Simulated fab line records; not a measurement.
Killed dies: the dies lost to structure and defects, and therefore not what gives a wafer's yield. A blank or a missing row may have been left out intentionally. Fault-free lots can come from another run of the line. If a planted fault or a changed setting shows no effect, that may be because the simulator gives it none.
Which tool did it? -- flow gf180mcu -- 12 lots with 36 wafers sampled at 2 steps, on a route of 602 steps

WHAT THE GAUGES SHOWED, per wafer
GF_V2_RS_MEAS_24: measurement is done with a four-point probe.
lot,measured,on,V2_W_RS (ohm/sq)
L075,day 20 15:04,film-metro-03,0.328 0.329 0.329
L077,day 21 12:25,film-metro-02,0.326 0.311 0.322
L079,day 22 06:02,film-metro-03,0.323 0.314 0.314
L081,day 23 07:16,film-metro-03,0.331 0.333 0.335
L082,day 23 14:02,film-metro-04,0.311 0.311 0.320
L085,day 25 00:28,film-metro-02,0.313 0.313 0.314
L088,day 25 06:01,film-metro-04,0.333 0.337 0.329
L089,day 26 02:04,film-metro-04,0.326 0.325 0.327
L091,day 26 07:05,film-metro-02,0.335 0.327 0.330
L093,day 27 01:01,film-metro-04,0.326 0.318 0.318
L095,day 27 17:30,film-metro-02,0.329 0.326 0.317
L097,day 27 23:04,film-metro-02,0.325 0.323 0.314

TOOL THAT RAN EACH LOT (tool first, then ch and the chambers of the sampled wafers, then the start)
lot,GF_V1_CMP_26
L075,"cmp-02 ch 0,3, day 18 13:01"
L077,"cmp-01 ch 2,3, day 19 09:21"
L079,"cmp-01 ch 1,3, day 20 03:32"
L081,"cmp-02 ch 0,1,2, day 21 06:30"
L082,"cmp-01 ch 0,1, day 21 14:28"
L085,"cmp-01 ch 0,3, day 23 02:19"
L088,"cmp-01 ch 1,2,3, day 23 06:53"
L089,"cmp-01 ch 1,3, day 24 03:29"
L091,"cmp-02 ch 0,1,3, day 24 08:29"
L093,"cmp-02 ch 0,1,3, day 25 04:18"
L095,"cmp-02 ch 0,1, day 25 22:16"
L097,"cmp-01 ch 1,3, day 26 03:19"
- GF_V1_CMP_26: polishes, stops on SiO2, t overpolish 15 s, target thk 0 nm.

THE ANSWER, worked out from the rows above alone
Rule: usual is defined by the lots themselves. The widest of any qualifying gaps counts: lots, ordered by their means at a reading, are off when they make up no more than a third of the lots, leave a main group of 4 or more, and stand apart from it by 3 or more times the standard deviation of that group's means. A main group is skipped when, at the precision printed for the reading in the tables above, its means are all equal. A lot without any number at a reading at which 4 lots or more have one is off too. Any other lot the step has rows for is counted as sound.
Nothing can be told from this: no lot is off at any reading shown.

WHAT THE SIMULATOR HAD INSERTED
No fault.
